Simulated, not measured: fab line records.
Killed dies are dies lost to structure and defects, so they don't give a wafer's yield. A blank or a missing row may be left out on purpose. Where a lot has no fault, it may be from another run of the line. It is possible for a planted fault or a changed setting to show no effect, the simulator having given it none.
Chamber matching :: flow gf180mcu :: pecvd-02 running GF_CONTACT_CVD_02: 3 sister chambers
The step deposits SiO2 from TEOS, target thk 860 nm, time 95.992 s. 16 wafers are shown with their chamber, then 8 later ones without.

## WAFERS WITH THEIR CHAMBER
wafer: L424.1
chamber: 1
heater_power_w (W): 574

wafer: L424.2
chamber: 0
heater_power_w (W): 789

wafer: L424.4
chamber: 1
heater_power_w (W): 445

wafer: L425.1
chamber: 1
heater_power_w (W): 505

wafer: L425.5
chamber: 2
heater_power_w (W): 587

wafer: L425.6
chamber: 0
heater_power_w (W): 655

wafer: L429.1
chamber: 1
heater_power_w (W): 518

wafer: L429.3
chamber: 0
heater_power_w (W): 784

wafer: L429.5
chamber: 2
heater_power_w (W): 640

wafer: L437.4
chamber: 2
heater_power_w (W): 517

wafer: L437.5
chamber: 0
heater_power_w (W): 682

wafer: L437.6
chamber: 1
heater_power_w (W): 553

wafer: L438.3
chamber: 0
heater_power_w (W): 734

wafer: L438.4
chamber: 2
heater_power_w (W): 642

wafer: L438.6
chamber: 0
heater_power_w (W): 772

wafer: L440.1
chamber: 1
heater_power_w (W): 551

SIGNATURES (means of the wafers above)
reading: heater_power_w
chamber 0: 736.00
chamber 1: 524.33
chamber 2: 596.50
scatter within a chamber: 53.3
Rule: for each reading, subtract the chamber's mean from the wafer's reading, divide by that reading's scatter and square the result; add these up over the readings and take the root, which gives the wafer's distance from the chamber. The wafer belongs to the nearest chamber; if the next one is less than 2 further off, it can't be placed. The scatter: take each reading less its chamber's mean, square it, sum over the shown wafers, divide by the number of wafers less the number of chambers, and take the root.

## WAFERS WHOSE CHAMBER IS MISSING
wafer: L440.3
heater_power_w (W): 652

wafer: L440.5
heater_power_w (W): 522

wafer: L441.2
heater_power_w (W): 481

wafer: L441.3
heater_power_w (W): 599

wafer: L441.5
heater_power_w (W): 619

wafer: L445.2
heater_power_w (W): 723

wafer: L445.3
heater_power_w (W): 516

wafer: L445.4
heater_power_w (W): 469

## EACH ONE'S CHAMBER
wafer: L440.3
from the rows above: can't be placed: 2 or 0 or 1
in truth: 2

wafer: L440.5
from the rows above: can't be placed: 1 or 2
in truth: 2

wafer: L441.2
from the rows above: can't be placed: 1 or 2
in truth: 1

wafer: L441.3
from the rows above: can't be placed: 2 or 1
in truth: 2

wafer: L441.5
from the rows above: can't be placed: 2 or 1 or 0
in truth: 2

wafer: L445.2
from the rows above: 0
in truth: 0

wafer: L445.3
from the rows above: can't be placed: 1 or 2
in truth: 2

wafer: L445.4
from the rows above: can't be placed: 1 or 2
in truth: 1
Correct placement for 1 of the 8. Can't be placed from these rows: 7 (the true chamber is among the candidates in 7). Wrongly placed: 0.
